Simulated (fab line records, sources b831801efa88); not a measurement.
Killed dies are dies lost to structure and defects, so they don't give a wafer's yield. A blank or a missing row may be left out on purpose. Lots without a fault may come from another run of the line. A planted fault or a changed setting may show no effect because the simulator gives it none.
Which tool did it? | flow gf180mcu | 13 lots, 39 wafers sampled, at 6 steps of a route of 602

WHAT THE GAUGES READ, wafer by wafer
GF_PSD_CD_MEAS_07: target cd 400 nm.
lot  | measured     | on        | cd_nm (nm)
L885 | day 14 09:52 | cd_sem-02 | 396.5 399.3 398.7
L886 | day 14 14:45 | cd_sem-01 | 402.7 401.6 402.2
L887 | day 14 23:57 | cd_sem-02 | 400.6 402.2 401.7
L889 | day 15 15:28 | cd_sem-01 | 400.5 402.3 401.2
L890 | day 15 19:00 | cd_sem-01 | 400.4 400.8 400.2
L891 | day 16 08:35 | cd_sem-01 | 397.4 396.7 397.8
L892 | day 16 16:28 | cd_sem-02 | 399.0 399.8 399.9
L894 | day 17 07:20 | cd_sem-01 | 402.1 400.6 397.9
L895 | day 18 01:02 | cd_sem-01 | 395.5 397.5 396.2
L896 | day 18 07:58 | cd_sem-01 | 400.6 401.3 402.1
L903 | day 20 14:45 | cd_sem-02 | - - -
L907 | day 21 20:44 | cd_sem-02 | 405.9 404.2 405.3
L908 | day 22 08:04 | cd_sem-01 | 402.9 401.8 402.9

GF_PSD_TW_MEAS_11.
lot  | measured     | on            | PSD_TW
L885 | day 14 10:16 | film_metro-02 | 3164 3187 3165
L886 | day 14 15:07 | film_metro-02 | 3145 3179 3167
L887 | day 15 00:22 | film_metro-04 | 3138 3153 3129
L889 | day 15 15:52 | film_metro-02 | 3187 3168 3157
L890 | day 15 19:25 | film_metro-03 | 3212 3204 3214
L891 | day 16 09:03 | film_metro-03 | 3237 3211 3221
L892 | day 16 16:52 | film_metro-02 | 3200 3191 3196
L894 | day 17 07:44 | film_metro-02 | 3160 3180 3175
L895 | day 18 01:25 | film_metro-04 | 3132 3137 3143
L896 | day 18 08:22 | film_metro-03 | 3229 3214 3226
L903 | day 20 15:09 | film_metro-03 | 30 30 30
L907 | day 21 21:08 | film_metro-04 | 3094 3122 3103
L908 | day 22 08:26 | film_metro-03 | 3219 3221 3233

GF_SAB_THK_MEAS_01.
lot  | measured     | on            | SAB_CVD_00_THK (nm)
L885 | day 14 10:44 | film_metro-01 | 49.9 50.1 50.4
L886 | day 14 15:35 | film_metro-04 | 51.3 50.1 51.6
L887 | day 15 00:49 | film_metro-03 | 50.0 50.1 50.8
L889 | day 15 16:19 | film_metro-04 | 49.6 50.0 49.0
L890 | day 15 19:52 | film_metro-01 | 49.1 50.8 50.2
L891 | day 16 09:30 | film_metro-01 | 50.6 49.6 51.1
L892 | day 16 17:19 | film_metro-01 | 49.8 50.7 50.7
L894 | day 17 08:11 | film_metro-03 | 49.4 49.5 50.2
L895 | day 18 01:55 | film_metro-01 | 50.1 50.5 51.0
L896 | day 18 08:49 | film_metro-04 | 50.0 50.4 49.7
L903 | day 20 15:36 | film_metro-03 | 50.4 51.1 51.1
L907 | day 21 21:35 | film_metro-01 | 50.2 50.7 50.7
L908 | day 22 08:53 | film_metro-03 | 50.3 50.2 50.3

WHICH TOOL RAN EACH LOT (tool, then ch and the chambers of the sampled wafers, then the start)
lot  | GF_PSD_EXPOSE_04                    | GF_PSD_RTA_13                    | GF_SAB_CVD_00
L885 | iline_stepper-02 ch 0, day 13 23:23 | rtp_anneal-02 ch 0, day 14 10:23 | pecvd-02 ch 0,1, day 14 10:40
L886 | iline_stepper-02 ch 0, day 14 04:53 | rtp_anneal-01 ch 0, day 14 15:15 | pecvd-03 ch 0,1,2, day 14 15:32
L887 | iline_stepper-01 ch 0, day 14 13:46 | rtp_anneal-02 ch 0, day 15 00:28 | pecvd-01 ch 0,1, day 15 00:48
L889 | iline_stepper-01 ch 0, day 15 04:53 | rtp_anneal-02 ch 0, day 15 15:59 | pecvd-01 ch 0,1, day 15 16:16
L890 | iline_stepper-02 ch 0, day 15 08:56 | rtp_anneal-02 ch 0, day 15 19:31 | pecvd-02 ch 0,2, day 15 19:50
L891 | iline_stepper-02 ch 0, day 15 21:41 | rtp_anneal-01 ch 0, day 16 09:10 | pecvd-03 ch 0,1,2, day 16 09:29
L892 | iline_stepper-01 ch 0, day 16 06:16 | rtp_anneal-02 ch 0, day 16 16:59 | pecvd-01 ch 1,2, day 16 17:17
L894 | iline_stepper-01 ch 0, day 16 19:57 | rtp_anneal-02 ch 0, day 17 07:51 | pecvd-02 ch 0,1,2, day 17 08:10
L895 | iline_stepper-01 ch 0, day 17 13:09 | rtp_anneal-02 ch 0, day 18 01:35 | pecvd-03 ch 0,1,2, day 18 01:53
L896 | iline_stepper-01 ch 0, day 17 19:58 | rtp_anneal-02 ch 0, day 18 08:29 | pecvd-01 ch 0,1, day 18 08:47
L903 | iline_stepper-01 ch 0, day 20 02:48 | rtp_anneal-01 ch 0, day 20 15:16 | pecvd-01 ch 0,2, day 20 15:34
L907 | iline_stepper-01 ch 0, day 21 09:15 | rtp_anneal-02 ch 0, day 21 21:15 | pecvd-03 ch 0,1, day 21 21:33
L908 | iline_stepper-01 ch 0, day 21 20:28 | rtp_anneal-01 ch 0, day 22 08:34 | pecvd-01 ch 0,1,2, day 22 08:51
- GF_PSD_EXPOSE_04: exposes mask Pplus, target cd 400 nm.
- GF_PSD_RTA_13: time 20 s.
- GF_SAB_CVD_00: deposits SiO2 from TEOS, target thk 50 nm, time 4.9302 s.

WHAT THE TOOLS THEMSELVES READ (means of the sampled wafers that have a number; where no wafer has one, the mark that the record gives instead)
GF_PSD_RTA_13.
lot  | tool          | lamp_power_pct (%) | wafer_temp_C_max
L885 | rtp_anneal-02 | 35.16              | 1028.7
L886 | rtp_anneal-01 | 35.27              | 1029.3
L887 | rtp_anneal-02 | 35.14              | 1029.1
L889 | rtp_anneal-02 | 35.14              | 1028.8
L890 | rtp_anneal-02 | 35.17              | 1029.2
L891 | rtp_anneal-01 | 35.26              | 1030.4
L892 | rtp_anneal-02 | 35.17              | 1028.6
L894 | rtp_anneal-02 | 35.17              | 1028.8
L895 | rtp_anneal-02 | 35.13              | 1029.3
L896 | rtp_anneal-02 | 35.12              | 1028.8
L903 | rtp_anneal-01 | 35.30              | 1029.6
L907 | rtp_anneal-02 | 35.13              | 1029.7
L908 | rtp_anneal-01 | 35.29              | 1030.1

GF_SAB_CVD_00.
lot  | tool     | heater_power_w (W)
L885 | pecvd-02 | 689
L886 | pecvd-03 | 677
L887 | pecvd-01 | 670
L889 | pecvd-01 | 629
L890 | pecvd-02 | 702
L891 | pecvd-03 | 710
L892 | pecvd-01 | 607
L894 | pecvd-02 | 683
L895 | pecvd-03 | 664
L896 | pecvd-01 | 649
L903 | pecvd-01 | 707
L907 | pecvd-03 | 692
L908 | pecvd-01 | 651

THE ANSWER, worked out from the rows above alone
Rule: what is usual is taken from the lots themselves. Put in order of their means at a reading, lots are off if they are a third of the lots or fewer, leave a main group of 4 or more, and stand apart from it by a gap of 3 or more times the standard deviation of the main group's means; of several such gaps the widest counts. A main group whose means are all the same, to the digits that the tables above print for the reading, isn't used. A lot without any number at a reading at which 4 lots or more have one is off too. The other lots that the step has rows for count as sound. The gauges are gone through in route order, then the tools' own readings, and for those a lot's mean is taken as printed above. The first step at which some lot is off is used, and at that step the reading that is off furthest; a lot without a number counts as furthest.
Off: L903, at GF_PSD_CD_MEAS_07 (cd_nm). Without a number there: L903. The main group: mean 400.5 nm, standard deviation 2.3.
A tool fits if, at a process step before that reading, it ran every lot that is off, and no sound lot after the first of them. The gauges at GF_PSD_CD_MEAS_07 aren't tried: what is off there is off at GF_PSD_TW_MEAS_11 too, on other tools, and a gauge's error can't cause that. None of those tried fits.

WHAT THE SIMULATOR HAD PUT IN
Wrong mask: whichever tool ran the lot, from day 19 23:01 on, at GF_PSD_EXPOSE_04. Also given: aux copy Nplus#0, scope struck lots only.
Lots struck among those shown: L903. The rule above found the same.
